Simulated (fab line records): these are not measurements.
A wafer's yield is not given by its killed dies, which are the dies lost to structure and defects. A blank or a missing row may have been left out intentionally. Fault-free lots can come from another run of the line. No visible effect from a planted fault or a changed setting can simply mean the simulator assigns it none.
fab line records    flow sky130
[record] lots = 12  wafers = 36  lastDay = 50
route steps=708 shown VT_ADJUST_PCH@150 SONOS_ONO@182 GATE_OXIDE@196 RES_PROTECT@214 PAD_OPEN@708
lots untouched by any fault: they come from a run of this same line in which no faults occurred
startH: start of the lot's first displayed wafer, in hours after the record's first day    waitH: hours from the lot's prior step to this one    " same as the row above    L1.1+2: several wafers, shown together as one row    - value missing, or start not given    * or withheld: withheld    < > ~ a bound
route shown NAME@n: names a module that has steps shown in the file, with the first one's number in the route    usual: mean and standard deviation over wafers with no fault    same: alike in all rows    chamber/n: place in a boat    sites: per-site readings    _std_site: how widely they spread, as a standard deviation    _edge_site: outer sites' mean less inner sites'    radiusMm: how far each site lies from the wafer's centre    mask NAME#n: copy n    behind: the most recent tool/chamber to have shaped the wafer    hold: what put the lot on hold/how long, in hours/how the hold closed    device: the n, p or np transistor that did not switch    end of line: the same wafers' tests at the end of the route    where a step has no rows: the recipe by itself    killed: dies lost to structure and defects at the first sort, not the wafer's yield    map: a wafer's dies, marking killed ones x, the rest . and places with no die _
set.NAME: the setting as run; set.NAME@STEP: as run at that earlier step    model.NAME: the simulator's own value behind a step, which no gauge read
route steps across a sampled set of lots; one table per step, one row per wafer
services: when a tool's chamber went out of use (startH, in hours from the record's first day, below 0 if earlier), for how many hours, and the reason
[[steps]]
[step SKY_VT_ADJUST_PCH_OVL_MEAS_07]
[usual] VT_ADJUST_PCH_OVL = -0.3/1.4
lot.wafer  tool        chamber  startH  waitH  VT_ADJUST_PCH_OVL[nm]
L136.1     overlay-02  -        235.74  -      -0.9
L136.2     "           -        "       "      -0.2
L136.5     "           -        "       "      -0.2
L137.2     overlay-01  -        236.43  -      1.5
L137.3     "           -        "       "      1.1
L137.6     "           -        "       "      0.7
L138.1     overlay-02  -        241.77  -      1.5
L138.2     "           -        "       "      -0.8
L138.6     "           -        "       "      0.2
L139.1     overlay-01  -        246.72  -      -0.1
L139.2     "           -        "       "      -1.8
L139.3     "           -        "       "      -0.3
L140.2     overlay-01  -        253.02  -      -0.4
L140.4     "           -        "       "      -1.2
L140.5     "           -        "       "      0.5
L141.2     overlay-02  -        268.44  -      -1.9
L141.3     "           -        "       "      0.0
L141.5     "           -        "       "      -1.4
L142.3     overlay-02  -        277.63  -      -2.5
L142.4     "           -        "       "      -2.4
L142.5     "           -        "       "      -1.8
L151.1     overlay-01  -        340.22  -      -0.4
L151.4     "           -        "       "      1.1
L151.6     "           -        "       "      -1.1
L153.4     overlay-01  -        350.34  -      -1.6
L153.5     "           -        "       "      1.5
L153.6     "           -        "       "      0.5
L155.1     overlay-02  -        366.92  -      -1.7
L155.4     "           -        "       "      0.4
L155.5     "           -        "       "      1.4
L157.3     overlay-01  -        380.15  -      3.2
L157.4     "           -        "       "      2.5
L157.5     "           -        "       "      3.9
L158.1     overlay-01  -        388.57  -      -2.5
L158.3     "           -        "       "      -0.8
L158.4     "           -        "       "      -1.7
[step SKY_SONOS_ONO_OVL_MEAS_14]
[usual] SONOS_ONO_OVL = -0.9/1.1
lot.wafer  tool        chamber  startH  waitH  SONOS_ONO_OVL[nm]
L136.1     overlay-01  -        287.83  0.1    -2.1
L136.2     "           -        "       "      -2.3
L136.5     "           -        "       "      -0.1
L137.2     overlay-01  -        291.20  0.1    0.8
L137.3     "           -        "       "      1.2
L137.6     "           -        "       "      0.3
L138.1     overlay-01  -        297.19  0.1    -1.4
L138.2     "           -        "       "      -0.9
L138.6     "           -        "       "      -1.8
L139.1     overlay-01  -        301.34  0.1    -2.2
L139.2     "           -        "       "      -2.8
L139.3     "           -        "       "      -2.2
L140.2     overlay-01  -        306.46  0.1    0.2
L140.4     "           -        "       "      -0.1
L140.5     "           -        "       "      -0.2
L141.2     overlay-01  -        329.29  0.1    -0.4
L141.3     "           -        "       "      -1.0
L141.5     "           -        "       "      -0.5
L142.3     overlay-02  -        339.65  0.1    -1.4
L142.4     "           -        "       "      -1.6
L142.5     "           -        "       "      -1.6
L151.1     overlay-01  -        406.63  0.1    -2.5
L151.4     "           -        "       "      -2.5
L151.6     "           -        "       "      -1.4
L153.4     overlay-01  -        414.01  0.1    0.6
L153.5     "           -        "       "      1.3
L153.6     "           -        "       "      1.1
L155.1     overlay-01  -        431.28  0.1    -0.3
L155.4     "           -        "       "      1.0
L155.5     "           -        "       "      -0.3
L157.3     overlay-02  -        444.04  0.1    -2.0
L157.4     "           -        "       "      -1.7
L157.5     "           -        "       "      -2.1
L158.1     overlay-01  -        453.58  0.1    0.6
L158.3     "           -        "       "      -0.7
L158.4     "           -        "       "      -1.7
[step SKY_GATE_OXIDE_DEVELOP_09]
[recipe] resist = NOVOLAK  developer = TMAH  developTimeS = 60  devTempC = 23
[usual] chillPlateTempC = 22.99/0.11  developerTempC = 23.01/0.096  resistLineTempC = 23.00/0.11
lot.wafer  tool           chamber  startH  waitH  chillPlateTempC  developerTempC  resistLineTempC
L136.1     lithoTrack-03  0        316.62  0.1    22.88            23.04           22.93
L136.2     "              0        "       "      22.89            23.32           23.09
L136.5     "              0        "       "      22.97            23.03           22.84
L137.2     lithoTrack-01  0        316.71  0.1    23.08            23.09           22.97
L137.3     "              0        "       "      22.91            22.96           22.81
L137.6     "              0        "       "      23.02            23.18           22.85
L138.1     lithoTrack-01  0        330.94  0.1    23.18            22.92           23.11
L138.2     "              0        "       "      22.97            22.90           22.94
L138.6     "              0        "       "      23.04            23.04           23.11
L139.1     lithoTrack-01  0        331.24  0.1    23.12            22.96           23.08
L139.2     "              0        "       "      22.89            22.91           23.06
L139.3     "              0        "       "      22.90            23.04           23.06
L140.2     lithoTrack-03  0        339.74  0.1    22.94            22.97           22.83
L140.4     "              0        "       "      23.00            23.09           22.76
L140.5     "              0        "       "      23.02            22.91           22.75
L141.2     lithoTrack-03  0        362.14  0.1    23.12            23.12           23.17
L141.3     "              0        "       "      23.20            23.10           22.93
L141.5     "              0        "       "      23.26            23.24           22.94
L142.3     lithoTrack-04  0        368.66  0.1    23.05            23.05           22.83
L142.4     "              0        "       "      22.87            23.12           22.95
L142.5     "              0        "       "      23.00            22.92           22.95
L151.1     lithoTrack-03  0        439.47  0.1    23.02            22.16           23.12
L151.4     "              0        "       "      22.84            22.24           23.13
L151.6     "              0        "       "      22.87            22.15           23.12
L153.4     lithoTrack-03  0        447.04  0.1    22.97            22.12           22.90
L153.5     "              0        "       "      23.09            22.06           23.07
L153.6     "              0        "       "      23.05            22.06           23.13
L155.1     lithoTrack-04  0        463.26  0.1    23.03            22.99           23.01
L155.4     "              0        "       "      23.06            23.11           22.78
L155.5     "              0        "       "      22.99            22.96           22.86
L157.3     lithoTrack-04  0        476.16  0.1    23.05            22.78           22.98
L157.4     "              0        "       "      22.90            23.03           23.05
L157.5     "              0        "       "      22.96            22.97           22.96
L158.1     lithoTrack-01  0        484.84  0.1    22.97            23.01           22.77
L158.3     "              0        "       "      22.93            22.90           22.98
L158.4     "              0        "       "      22.89            23.07           23.01
[step SKY_RES_PROTECT_STRIP_07]
[recipe] chemistry = O2/N2  powerW = 1400  pressureMtorr = 1500  platenTempC = withheld  o2FlowSccm = 3000  n2FlowSccm = 300  overashFraction = 0.5
[usual] drypumpMotorCurrentA = 5.91/0.27  oesProductAu = 0.517/0.0043  stripTimeToEndpointS = 23.28/0.036
[same] overashFraction = 0.5
lot.wafer  tool            chamber  startH  waitH  drypumpMotorCurrentA  oesProductAu  rfHoursCounterH  stripTimeToEndpointS
L136.1     plasmaAsher-02  1        350.77  0.1    5.54                  0.520         65               23.31
L136.2     "               0        "       "      6.38                  0.520         65               23.27
L136.5     "               0        "       "      6.37                  0.516         -                23.26
L137.2     plasmaAsher-03  0        351.07  0.1    6.17                  0.515         19               23.24
L137.3     "               0        "       "      6.16                  0.521         -                23.28
L137.6     "               1        "       "      5.92                  0.520         -                23.29
L138.1     plasmaAsher-01  0        366.64  0.1    5.70                  0.511         73               23.27
L138.2     "               1        "       "      5.73                  0.523         73               23.25
L138.6     "               0        "       "      5.69                  0.520         -                23.25
L139.1     plasmaAsher-02  1        366.77  0.1    5.54                  0.508         67               23.32
L139.2     "               0        "       "      6.38                  0.508         67               23.34
L139.3     "               1        "       "      5.54                  0.515         -                23.33
L140.2     plasmaAsher-03  1        371.94  0.2    5.93                  0.519         21               23.39
L140.4     "               0        "       "      6.13                  0.521         -                23.29
L140.5     "               1        "       "      5.92                  0.513         -                23.30
L141.2     plasmaAsher-01  0        392.37  0.1    5.76                  0.515         76               23.29
L141.3     "               1        "       "      5.80                  0.517         -                23.27
L141.5     "               1        "       "      5.77                  0.518         -                23.24
L142.3     plasmaAsher-03  0        401.60  0.1    6.16                  0.515         -                23.32
L142.4     "               1        "       "      5.90                  0.515         -                23.26
L142.5     "               1        "       "      5.91                  0.521         -                23.25
L151.1     plasmaAsher-02  0        473.47  0.1    6.35                  0.520         75               23.30
L151.4     "               0        "       "      6.39                  0.515         -                23.27
L151.6     "               0        "       "      6.38                  0.517         -                23.26
L153.4     plasmaAsher-03  1        480.77  0.1    5.93                  0.510         -                23.34
L153.5     "               1        "       "      5.94                  0.522         -                23.22
L153.6     "               0        "       "      6.16                  0.517         -                23.29
L155.1     plasmaAsher-01  0        497.52  0.1    5.69                  0.517         7                23.33
L155.4     "               0        "       "      5.67                  0.522         -                23.32
L155.5     "               1        "       "      5.77                  0.514         -                23.28
L157.3     plasmaAsher-01  1        510.27  0.1    5.74                  0.518         -                23.28
L157.4     "               0        "       "      5.72                  0.522         -                23.32
L157.5     "               0        "       "      5.73                  0.512         -                23.30
L158.1     plasmaAsher-03  0        517.72  0.1    6.12                  0.511         36               23.31
L158.3     "               0        "       "      6.13                  0.514         -                23.28
L158.4     "               1        "       "      5.94                  0.511         -                23.26
[step SKY_PAD_OPEN_PROBE_99]
[usual] killed_at_M0_to_M3 = 43/7.6  killed_at_M4_up = 2.8/1.9  killedAtContacts = 24/4.7  killedAtFrontEnd = 16/4.4  killedAtOther = 0.2/0.4  killedDies = 86/9.9  killedOpen = 47/8.2  killedShort = 39/6.3
[same] grossDies = 492  killedAtBackSide = 0
lot.wafer  tool       chamber  startH   waitH  killed_at_M0_to_M3  killed_at_M4_up  killedAtContacts  killedAtFrontEnd  killedAtOther  killedDies  killedOpen  killedShort
L137.2     prober-01  -        1083.83  0.1    35                  1                24                9                 0              69          44          25
L137.3     prober-01  -        1083.88  0.2    49                  1                26                12                0              88          56          32
L137.6     prober-01  -        1084.03  0.2    39                  1                21                14                0              75          43          32
L136.1     prober-02  -        1084.48  0.1    43                  0                28                12                0              83          41          42
L136.2     prober-02  -        1084.53  0.1    41                  3                26                17                1              88          44          44
L136.5     prober-02  -        1084.68  0.2    30                  3                28                17                0              78          38          40
L139.1     prober-01  -        1095.13  0.1    34                  3                33                17                0              87          48          39
L139.2     prober-01  -        1095.18  0.1    49                  4                34                11                1              99          64          35
L139.3     prober-01  -        1095.23  0.2    37                  4                27                14                0              82          52          30
L138.1     prober-02  -        1096.64  0.1    52                  3                26                16                1              98          61          37
L138.2     prober-02  -        1096.69  0.1    49                  4                23                12                0              88          41          47
L138.6     prober-02  -        1096.89  0.2    59                  0                23                18                0              100         56          44
L140.2     prober-01  -        1100.00  0.1    45                  3                24                11                0              83          44          39
L140.4     prober-01  -        1100.10  0.2    37                  4                30                17                0              88          42          46
L140.5     prober-01  -        1100.15  0.2    34                  1                27                12                0              74          36          38
L141.2     prober-02  -        1116.26  0.1    43                  1                27                14                0              85          58          27
L141.3     prober-02  -        1116.31  0.2    56                  3                20                11                0              90          57          33
L141.5     prober-02  -        1116.41  0.2    41                  5                23                15                0              84          42          42
L142.3     prober-02  -        1121.25  0.2    37                  6                17                13                0              73          36          37
L142.4     prober-02  -        1121.30  0.2    35                  6                22                13                0              76          46          30
L142.5     prober-02  -        1121.35  0.2    44                  3                19                13                1              80          39          41
L151.1     prober-02  -        1164.16  0.1    41                  2                22                10                0              75          37          38
L151.4     prober-02  -        1164.31  0.2    38                  1                20                11                0              70          34          36
L151.6     prober-02  -        1164.41  0.2    49                  8                20                20                0              97          56          41
L153.4     prober-02  -        1174.34  0.2    42                  4                29                16                1              92          59          33
L153.5     prober-02  -        1174.39  0.2    61                  3                29                20                1              114         61          53
L153.6     prober-02  -        1174.44  0.2    54                  4                24                18                0              100         60          40
L155.1     prober-02  -        1179.30  0.1    47                  0                19                22                0              88          55          33
L155.4     prober-02  -        1179.45  0.2    49                  0                29                15                0              93          55          38
L155.5     prober-02  -        1179.50  0.2    29                  3                26                18                0              76          40          36
L157.3     prober-02  -        1183.09  0.2    48                  5                17                9                 0              79          47          32
L157.4     prober-02  -        1183.14  0.2    42                  2                27                12                1              84          41          43
L157.5     prober-02  -        1183.19  0.2    53                  3                36                10                0              102         56          46
L158.1     prober-01  -        1189.34  0.1    40                  2                23                11                0              76          41          35
L158.3     prober-01  -        1189.44  0.2    35                  1                28                14                0              78          51          27
L158.4     prober-01  -        1189.49  0.2    34                  3                26                11                1              75          34          41
// killed by level:class
L137.2 CONTACT:geometricParticle:open=12 VIA1:geometricParticle:open=10 VIA2:geometricParticle:open=6 POLY_GATE:geometricParticle:open=5 METAL1:geometricParticle:short=5 CONTACT:geometricParticle:short=5 METAL3:geometricParticle:short=3 LI_CONTACT:geometricParticle:short=3
L137.3 LI_CONTACT:geometricParticle:open=12 VIA1:geometricParticle:open=12 VIA3:geometricParticle:open=12 VIA1:geometricParticle:short=6 VIA2:geometricParticle:open=6 CONTACT:geometricParticle:short=5 FIELD_ISO:geometricParticle:open=3 FIELD_ISO:geometricParticle:short=3
L137.6 CONTACT:geometricParticle:open=10 VIA1:geometricParticle:open=9 LI_CONTACT:geometricParticle:open=6 VIA2:geometricParticle:open=6 METAL2:geometricParticle:short=5 FIELD_ISO:geometricParticle:open=4 VIA3:geometricParticle:open=4 METAL1:geometricParticle:short=4
L136.1 VIA1:geometricParticle:open=10 METAL1:geometricParticle:short=9 CONTACT:geometricParticle:open=7 LOCAL_INTERCONNECT:geometricParticle:short=6 VIA2:geometricParticle:open=6 FIELD_ISO:geometricParticle:short=5 CONTACT:geometricParticle:short=5 VIA1:geometricParticle:short=5
L136.2 VIA1:geometricParticle:open=12 CONTACT:geometricParticle:open=10 VIA1:geometricParticle:short=9 LI_CONTACT:geometricParticle:open=6 FIELD_ISO:geometricParticle:open=5 CONTACT:geometricParticle:short=4 METAL1:geometricParticle:short=4 METAL2:geometricParticle:short=4
L136.5 LI_CONTACT:geometricParticle:open=9 LOCAL_INTERCONNECT:geometricParticle:short=7 FIELD_ISO:geometricParticle:short=6 LI_CONTACT:geometricParticle:short=6 VIA2:geometricParticle:open=6 CONTACT:geometricParticle:open=5 VIA3:geometricParticle:short=5 POLY_GATE:geometricParticle:open=4
L139.1 CONTACT:geometricParticle:open=14 VIA1:geometricParticle:open=9 LI_CONTACT:geometricParticle:open=8 FIELD_ISO:geometricParticle:open=6 METAL2:geometricParticle:short=6 POLY_GATE:geometricParticle:short=5 LOCAL_INTERCONNECT:geometricParticle:short=5 METAL1:geometricParticle:short=5
L139.2 VIA1:geometricParticle:open=18 LI_CONTACT:geometricParticle:open=12 VIA2:geometricParticle:open=9 CONTACT:geometricParticle:open=8 CONTACT:geometricParticle:short=7 VIA1:geometricParticle:short=7 LOCAL_INTERCONNECT:geometricParticle:short=6 VIA3:geometricParticle:open=6
L139.3 VIA1:geometricParticle:open=13 LI_CONTACT:geometricParticle:open=11 CONTACT:geometricParticle:open=8 VIA3:geometricParticle:open=6 CONTACT:geometricParticle:short=5 FIELD_ISO:geometricParticle:open=4 VIA1:geometricParticle:short=4 METAL1:geometricParticle:short=4
L138.1 LI_CONTACT:geometricParticle:open=11 VIA3:geometricParticle:open=10 VIA1:geometricParticle:open=9 CONTACT:geometricParticle:open=7 VIA2:geometricParticle:open=7 VIA3:geometricParticle:short=6 SPACER:geometricParticle:open=5 CONTACT:geometricParticle:short=5
L138.2 VIA1:geometricParticle:open=12 VIA3:geometricParticle:open=7 VIA2:geometricParticle:short=7 CONTACT:geometricParticle:open=6 LI_CONTACT:geometricParticle:open=6 VIA1:geometricParticle:short=6 LI_CONTACT:geometricParticle:short=5 VIA2:geometricParticle:open=5
L138.6 VIA1:geometricParticle:open=11 VIA3:geometricParticle:open=11 CONTACT:geometricParticle:open=9 VIA2:geometricParticle:open=8 VIA1:geometricParticle:short=7 CONTACT:geometricParticle:short=6 METAL1:geometricParticle:short=6 POLY_GATE:geometricParticle:open=5
L140.2 METAL2:geometricParticle:short=10 LI_CONTACT:geometricParticle:open=9 CONTACT:geometricParticle:open=8 VIA1:geometricParticle:open=8 METAL1:geometricParticle:short=7 VIA2:geometricParticle:short=6 POLY_GATE:geometricParticle:open=5 METAL1:geometricParticle:open=4
L140.4 CONTACT:geometricParticle:open=9 LI_CONTACT:geometricParticle:open=8 LOCAL_INTERCONNECT:geometricParticle:short=7 CONTACT:geometricParticle:short=6 VIA1:geometricParticle:open=6 METAL2:geometricParticle:short=6 FIELD_ISO:geometricParticle:short=5 METAL1:geometricParticle:short=5
L140.5 CONTACT:geometricParticle:open=7 LOCAL_INTERCONNECT:geometricParticle:short=6 LI_CONTACT:geometricParticle:open=6 VIA2:geometricParticle:open=5 POLY_GATE:geometricParticle:open=4 CONTACT:geometricParticle:short=4 METAL1:geometricParticle:short=4 VIA1:geometricParticle:short=4
L141.2 CONTACT:geometricParticle:open=12 VIA1:geometricParticle:open=12 LI_CONTACT:geometricParticle:open=9 FIELD_ISO:geometricParticle:short=7 VIA2:geometricParticle:open=7 VIA3:geometricParticle:open=6 METAL1:geometricParticle:short=4 VIA1:geometricParticle:short=4
L141.3 VIA1:geometricParticle:open=13 VIA2:geometricParticle:open=9 CONTACT:geometricParticle:open=8 VIA3:geometricParticle:open=7 LI_CONTACT:geometricParticle:open=5 METAL2:geometricParticle:short=5 FIELD_ISO:geometricParticle:open=4 FIELD_ISO:geometricParticle:short=4
L141.5 CONTACT:geometricParticle:open=8 VIA1:geometricParticle:open=7 LI_CONTACT:geometricParticle:open=7 METAL1:geometricParticle:short=7 VIA1:geometricParticle:short=7 METAL2:geometricParticle:short=6 VIA2:geometricParticle:open=6 VIA3:geometricParticle:open=5
L142.3 LI_CONTACT:geometricParticle:open=7 CONTACT:geometricParticle:open=7 VIA1:geometricParticle:open=6 METAL4:geometricParticle:short=6 METAL2:geometricParticle:short=5 VIA3:geometricParticle:open=5 FIELD_ISO:geometricParticle:short=4 METAL1:geometricParticle:short=4
L142.4 CONTACT:geometricParticle:open=7 VIA1:geometricParticle:open=7 LI_CONTACT:geometricParticle:open=6 FIELD_ISO:geometricParticle:open=5 VIA2:geometricParticle:open=5 POLY_GATE:geometricParticle:open=4 VIA3:geometricParticle:open=4 CONTACT:geometricParticle:short=4
L142.5 METAL2:geometricParticle:short=9 VIA1:geometricParticle:open=8 LI_CONTACT:geometricParticle:open=6 VIA3:geometricParticle:open=6 METAL1:geometricParticle:short=6 CONTACT:geometricParticle:open=5 VIA1:geometricParticle:short=5 FIELD_ISO:geometricParticle:short=4
L151.1 VIA1:geometricParticle:open=10 CONTACT:geometricParticle:open=9 VIA2:geometricParticle:open=8 VIA2:geometricParticle:short=6 LOCAL_INTERCONNECT:geometricParticle:short=5 VIA3:geometricParticle:short=5 LI_CONTACT:geometricParticle:open=4 CONTACT:geometricParticle:short=4
L151.4 VIA1:geometricParticle:open=9 VIA3:geometricParticle:open=6 CONTACT:geometricParticle:short=6 METAL1:geometricParticle:short=6 CONTACT:geometricParticle:open=5 VIA1:geometricParticle:short=5 LI_CONTACT:geometricParticle:short=4 LI_CONTACT:geometricParticle:open=4
L151.6 VIA1:geometricParticle:open=16 VIA3:geometricParticle:open=10 CONTACT:geometricParticle:open=8 CONTACT:geometricParticle:short=7 METAL4:geometricParticle:short=7 FIELD_ISO:geometricParticle:short=6 VIA2:geometricParticle:open=6 FIELD_ISO:geometricParticle:open=5
L153.4 VIA1:geometricParticle:open=21 CONTACT:geometricParticle:open=10 LOCAL_INTERCONNECT:geometricParticle:short=7 FIELD_ISO:geometricParticle:open=5 LI_CONTACT:geometricParticle:short=5 LI_CONTACT:geometricParticle:open=5 POLY_GATE:geometricParticle:open=4 VIA3:geometricParticle:open=4
L153.5 VIA1:geometricParticle:open=21 CONTACT:geometricParticle:open=10 METAL2:geometricParticle:short=8 LI_CONTACT:geometricParticle:open=7 VIA3:geometricParticle:open=7 VIA2:geometricParticle:open=6 VIA2:geometricParticle:short=6 POLY_GATE:geometricParticle:short=5
L153.6 VIA1:geometricParticle:open=16 POLY_GATE:geometricParticle:open=9 CONTACT:geometricParticle:open=8 METAL2:geometricParticle:short=7 METAL1:geometricParticle:short=7 VIA2:geometricParticle:open=7 LI_CONTACT:geometricParticle:open=6 FIELD_ISO:geometricParticle:short=5
L155.1 VIA1:geometricParticle:open=15 CONTACT:geometricParticle:open=8 FIELD_ISO:geometricParticle:short=6 POLY_GATE:geometricParticle:open=6 VIA2:geometricParticle:open=6 VIA3:geometricParticle:open=6 LI_CONTACT:geometricParticle:open=5 FIELD_ISO:geometricParticle:open=4
L155.4 CONTACT:geometricParticle:open=16 VIA2:geometricParticle:open=13 VIA1:geometricParticle:open=11 POLY_GATE:geometricParticle:short=7 METAL2:geometricParticle:short=6 CONTACT:geometricParticle:short=5 METAL1:geometricParticle:short=5 VIA3:geometricParticle:open=5
L155.5 CONTACT:geometricParticle:open=8 LI_CONTACT:geometricParticle:open=7 CONTACT:geometricParticle:short=7 METAL2:geometricParticle:short=6 FIELD_ISO:geometricParticle:open=5 VIA1:geometricParticle:open=5 VIA2:geometricParticle:open=5 POLY_GATE:geometricParticle:open=4
L157.3 VIA1:geometricParticle:open=13 VIA3:geometricParticle:open=9 LI_CONTACT:geometricParticle:open=8 METAL2:geometricParticle:short=6 CONTACT:geometricParticle:open=5 METAL3:geometricParticle:short=5 VIA2:geometricParticle:short=4 METAL4:geometricParticle:short=4
L157.4 VIA1:geometricParticle:open=9 VIA3:geometricParticle:open=8 LOCAL_INTERCONNECT:geometricParticle:short=7 CONTACT:geometricParticle:open=7 METAL1:geometricParticle:short=6 CONTACT:geometricParticle:short=5 FIELD_ISO:geometricParticle:short=4 LI_CONTACT:geometricParticle:open=4
L157.5 VIA1:geometricParticle:open=14 CONTACT:geometricParticle:open=14 VIA3:geometricParticle:open=9 LI_CONTACT:geometricParticle:short=6 LI_CONTACT:geometricParticle:open=6 VIA1:geometricParticle:short=6 CONTACT:geometricParticle:short=5 METAL1:geometricParticle:short=5
L158.1 METAL1:geometricParticle:short=8 CONTACT:geometricParticle:open=7 LI_CONTACT:geometricParticle:open=6 VIA1:geometricParticle:open=6 VIA2:geometricParticle:open=6 VIA3:geometricParticle:open=6 LOCAL_INTERCONNECT:geometricParticle:short=5 METAL3:geometricParticle:short=4
L158.3 LI_CONTACT:geometricParticle:open=10 CONTACT:geometricParticle:open=9 VIA3:geometricParticle:open=7 VIA1:geometricParticle:open=5 FIELD_ISO:geometricParticle:short=4 FIELD_ISO:geometricParticle:open=4 CONTACT:geometricParticle:short=4 METAL1:geometricParticle:short=4
L158.4 CONTACT:geometricParticle:open=10 VIA2:geometricParticle:open=7 METAL2:geometricParticle:short=7 FIELD_ISO:geometricParticle:short=6 METAL1:geometricParticle:short=6 LI_CONTACT:geometricParticle:open=5 CONTACT:geometricParticle:short=5 VIA1:geometricParticle:open=5
[[services]]
tool            chamber  startH  hours  kind
plasmaAsher-03  -        310.88  2.8    pm
plasmaAsher-03  -        315.51  2.1    repair
plasmaAsher-02  -        370.50  2.0    repair
plasmaAsher-02  -        406.87  28.1   pm
plasmaAsher-01  -        421.25  9.0    pm
plasmaAsher-01  0        421.25  9.0    ventCycle
plasmaAsher-01  1        421.25  9.0    ventCycle
plasmaAsher-01  0        430.25  -      clean
plasmaAsher-01  1        430.25  -      clean
plasmaAsher-02  -        440.36  0.7    repair
plasmaAsher-01  -        447.72  1.9    repair
plasmaAsher-03  -        503.02  2.1    repair
plasmaAsher-03  -        504.32  9.4    repair
plasmaAsher-02  -        510.84  2.8    pm
[[key]]
[firstSign] step = SKY_GATE_OXIDE_DEVELOP_09  reading = developerTempC  direction = down  sigmas = 9.2  usual = *  struck = *
effect none on later readings
metAt SKY_GATE_OXIDE_DEVELOP_09
struckLots L151,L153
testerLeftOut L151,L153
notActingAt SKY_VT_ADJUST_PCH_OVL_MEAS_07,SKY_SONOS_ONO_OVL_MEAS_14,SKY_RES_PROTECT_STRIP_07
onsetBetween 362.14 439.47
[fault] kind = processParameterDrift  tool = lithoTrack-03  chamber = -  onsetH = 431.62  steps = SKY_GATE_OXIDE_DEVELOP_09  channel = devTempC  offset = *  shape = step  endH = 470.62  actsIn = *  stated = *
// testerLeftOut: of these lots the tester's yield and bins aren't shown, on N5 and GAA mostly nor the transistor test; their killed dies are dies lost to structure and defects alone, not to doping, threshold or leakage, so they don't give the yield
